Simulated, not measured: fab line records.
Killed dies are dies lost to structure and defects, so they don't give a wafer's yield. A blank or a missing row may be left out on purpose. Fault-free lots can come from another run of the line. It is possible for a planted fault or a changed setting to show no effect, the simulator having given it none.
8D (eight disciplines) problem report, filled in by code + flow gf180mcu + the parts of the form that need people (team, actions taken, sign-off) are left out

== 1. THE ISSUE ==
Wafers without a fault read 59.999, standard deviation 0.02; beamEnergyKeV at GF_LVPWELL_IMPLANT_09 reads a mean of 55.791 on 6 wafers belonging to 2 lots. That is -99 or more standard deviations from the usual mean.
Seen first at day 7 05:31 on implanter-01, wafer L961.3. The record holds 18 wafers of 6 lots with a number at this step. The rule behind "out" and "out of limits": a value lying over 4 standard deviations away from the usual mean. All remaining wafers that have a number are taken as sound.

== 2. WHAT IT IS, AND WHAT IT ISN'T ==
| question                    | is                     | is not                                                                   |
|-----------------------------|------------------------|--------------------------------------------------------------------------|
| which readings at this step | beamEnergyKeV          | -                                                                        |
| which lots                  | L961, L964             | L949, L953, L967, L969                                                   |
| which wafers of those lots  | all that have a number | -                                                                        |
| read on which tools         | implanter-01           | implanter-02, implanter-04                                               |
| when                        | from day 7 05:31       | up to then (6 sound wafers); but 6 sound wafers of L967, L969 came after |

== 3. THE SUSPECTS, EACH WITH WHAT RULES IT OUT ==
Counting: a tool stays on the suspect list if, at a process step up to the reading, it processed all lots that are out and no sound lot following the first of them.
- plasmaAsher-03 at GF_NWELL_STRIP_10 (strips in O2/N2): ruled out as a lasting fault. Following L961 (day 6 14:02), the first lot on it that is out, the sound lots L967, L969 were run on it.
- implanter-01 at GF_LVPWELL_IMPLANT_09: kept. It processed each lot that is out, first L961 at day 7 05:31, and no sound lot thereafter; up to then, the last sound lot it processed was L949 at day 4 07:37. Out on those wafers are its own readings of beamEnergyKeV.
The count leaves implanter-01 at GF_LVPWELL_IMPLANT_09.

== 4. THE CAUSE (what the simulator had put in) ==
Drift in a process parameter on implanter-01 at GF_LVPWELL_IMPLANT_09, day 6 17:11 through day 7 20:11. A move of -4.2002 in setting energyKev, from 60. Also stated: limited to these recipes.
The count eliminated every tool but this one.

== 5. THE EFFECT CHAIN, in route order ==
Each row: a reading where the mean over the struck wafers with a number is more than 3 standard deviations away from the usual. Scope: only readings with a usual standard deviation given in the record; hours: median across lots of the time from each lot's start at the first step in this table that gives one to its start at this step; sigmas: change in usual standard deviations.
| hours | step                  | reading       | usual  | on struck wafers | change | sigmas      |
|-------|-----------------------|---------------|--------|------------------|--------|-------------|
| 0     | GF_LVPWELL_IMPLANT_09 | beamEnergyKeV | 59.999 | 55.791           | -4.208 | -99 or more |
Here are the process steps it includes:
- GF_LVPWELL_IMPLANT_09

== 6. WHAT WOULD HAVE CAUGHT IT SOONER ==
First out-of-limits reading in this record: day 7 05:31, which is 12 hours after fault onset at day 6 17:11.
